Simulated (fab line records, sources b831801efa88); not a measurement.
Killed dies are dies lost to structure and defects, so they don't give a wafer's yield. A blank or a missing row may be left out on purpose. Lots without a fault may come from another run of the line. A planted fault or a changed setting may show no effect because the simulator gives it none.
A struck lot beside a sound one | flow sky130 | 26 steps out of a route of 708
Sound: wafers L653.2, L653.3, L653.4. Struck: wafer L670.4. (L670.3 of the same lot was not struck and is left out.) The cause comes at the end.
At each step with rows: each side's tool, then ch and its chambers, then its first start. Under that, the readings that differ: sound wafers | struck wafers | difference of the means | sigmas: that difference in standard deviations of wafers without a fault.
alike: readings whose means differ by less than 2 such deviations, and words and numbers that are the same on both sides. not compared: withheld readings, readings that some wafer has no value for, bounds like >300 that may hide the same value, and numbers for which the record gives no deviation and whose values overlap.
The two part at a step that has a row with sigmas, a row that says differs or no value, or rows on one side only. Numbers that don't overlap but have no deviation are shown without sigmas and don't part them. A reading that every wafer of one side lacks parts them only if that side has two wafers or more.

first, 9 steps without rows for these wafers: SKY_LI_CONTACT_ETCH_14 (etches BARC in N2/H2, stops on SiO2, time 45.9 s, target depth 60 nm); SKY_LI_CONTACT_ETCH_15 (etches PSG in C4F8/O2/Ar, stops on Si, target depth 600 nm); SKY_LI_CONTACT_STRIP_16 (strips in O2/N2); SKY_LI_CONTACT_CLEAN_17 (cleans in NMP, time 600 s); SKY_LI_CONTACT_PRE_CLEAN_18 (time 5.6 s); SKY_LI_CONTACT_SPUTTER_19 (material Ti, target thk 20 nm, time 106.37 s); SKY_LI_CONTACT_SPUTTER_20 (material TiN, target thk 20 nm, time 80 s); SKY_LI_CONTACT_CVD_21 (deposits W, target thk 400 nm, time 120.56 s); SKY_LI_CONTACT_CMP_24 (polishes, stops on PSG, t overpolish 20 s, target thk 0 nm).
SKY_LOCAL_INTERCONNECT_SPUTTER_00: material TiN, target thk 100 nm, time 83.3 s.
  sound on pvd_sputter-04, day 31 10:08; struck on pvd_sputter-04, day 37 03:47
  reading                                                | sound            | struck | difference | sigmas
  model.TiN_of_LOCAL_INTERCONNECT_SPUTTER_00.thk_nm (nm) | 101.7 99.6 99.47 | 156.8  | +56.5      |
  alike: cathode_dc_power_W, substrate_temp_c, throttle_valve_pct
SKY_LOCAL_INTERCONNECT_RS_MEAS_01: measures by four-point-probe.
  sound on film_metro-04, day 31 10:13; struck on film_metro-02, day 37 03:53
  reading                            | sound             | struck | difference | sigmas
  LOCAL_INTERCONNECT_TIN_RS (ohm/sq) | 13.90 14.18 14.23 | 8.86   | -5.24      | -40
SKY_LOCAL_INTERCONNECT_THK_MEAS_02: measures by xrf.
  sound on film_metro-04, day 31 10:20; struck on film_metro-02, day 37 03:59
  reading                         | sound           | struck | difference | sigmas
  LOCAL_INTERCONNECT_TIN_THK (nm) | 101.1 99.3 99.3 | 155.9  | +56.0      | +62
then, 9 steps without rows for these wafers: SKY_LOCAL_INTERCONNECT_DEHYDRATE_03 (time 60 s); SKY_LOCAL_INTERCONNECT_HMDS_04 (prime time 60 s); SKY_LOCAL_INTERCONNECT_COAT_05 (resist thk 60 nm); SKY_LOCAL_INTERCONNECT_COAT_06 (resist thk 450 nm); SKY_LOCAL_INTERCONNECT_SOFTBAKE_07 (time 90 s); SKY_LOCAL_INTERCONNECT_EXPOSE_08 (exposes mask LI1M, target cd 170 nm); SKY_LOCAL_INTERCONNECT_PEB_09; SKY_LOCAL_INTERCONNECT_DEVELOP_10 (develop time 60 s); SKY_LOCAL_INTERCONNECT_ETCH_13 (etches BARC in N2/H2, stops on SiO2, time 45.9 s, target depth 60 nm).
SKY_LOCAL_INTERCONNECT_METAL_ETCH_14: etches TiN in Cl2/BCl3, stops on PSG, target depth 110 nm, time 31.4 s.
  sound on rie_metal-03 ch 0,1, day 32 13:32; struck on rie_metal-01 ch 1, day 38 06:09
  reading                | sound                | struck | difference | sigmas
  oes_product_au (a.u.)  | 0.943 0.942 0.943    | 1.005  | +0.062     | +10
  throttle_valve_pct (%) | 21.891 21.924 21.897 | 21.859 | -0.045     | -5
  alike: chamber_pressure_mTorr, drypump_motor_current_A
  not compared: rf_hours_counter_h
then, 1 step without rows for these wafers: SKY_LOCAL_INTERCONNECT_STRIP_15 (strips in O2/N2).
SKY_LOCAL_INTERCONNECT_STRIP_16: strips in post etch residue remover, time 1200 s.
  sound on wet_bench-03 ch 0, day 32 13:41; struck on wet_bench-03 ch 3, day 38 06:17
  reading                                                | sound             | struck | difference | sigmas
  model.TiN_of_LOCAL_INTERCONNECT_SPUTTER_00.thk_nm (nm) | 101.3 99.18 99.05 | 156.4  | +56.6      |
then, 1 step without rows for these wafers: SKY_LOCAL_INTERCONNECT_CLEAN_17 (cleans in IPA, time 180 s).
-- the record jumps here: 13 days lie between the struck wafers' starts before and after (it left off in module LOCAL_INTERCONNECT and takes up again in module PAD_OPEN, whose first step shown is number 708 of the route) --
SKY_PAD_OPEN_PROBE_99:
  sound on prober-01, day 47 06:56; struck on prober-01, day 51 08:59
  reading            | sound     | struck | difference | sigmas
  killed_at_contacts | 29 21 33  | 429    | +401       | +80
  killed_dies        | 103 82 94 | 492    | +399       | +45
  killed_on_rim      | 21 14 14  | 96     | +80        | +23
  alike: killed_at_M0_to_M3, killed_at_M4_up, killed_at_front_end, killed_at_other, killed_open, killed_short

WHERE THEY PART
First at SKY_LOCAL_INTERCONNECT_RS_MEAS_01; last, within this record, at SKY_PAD_OPEN_PROBE_99.

WHY: what the simulator had put in
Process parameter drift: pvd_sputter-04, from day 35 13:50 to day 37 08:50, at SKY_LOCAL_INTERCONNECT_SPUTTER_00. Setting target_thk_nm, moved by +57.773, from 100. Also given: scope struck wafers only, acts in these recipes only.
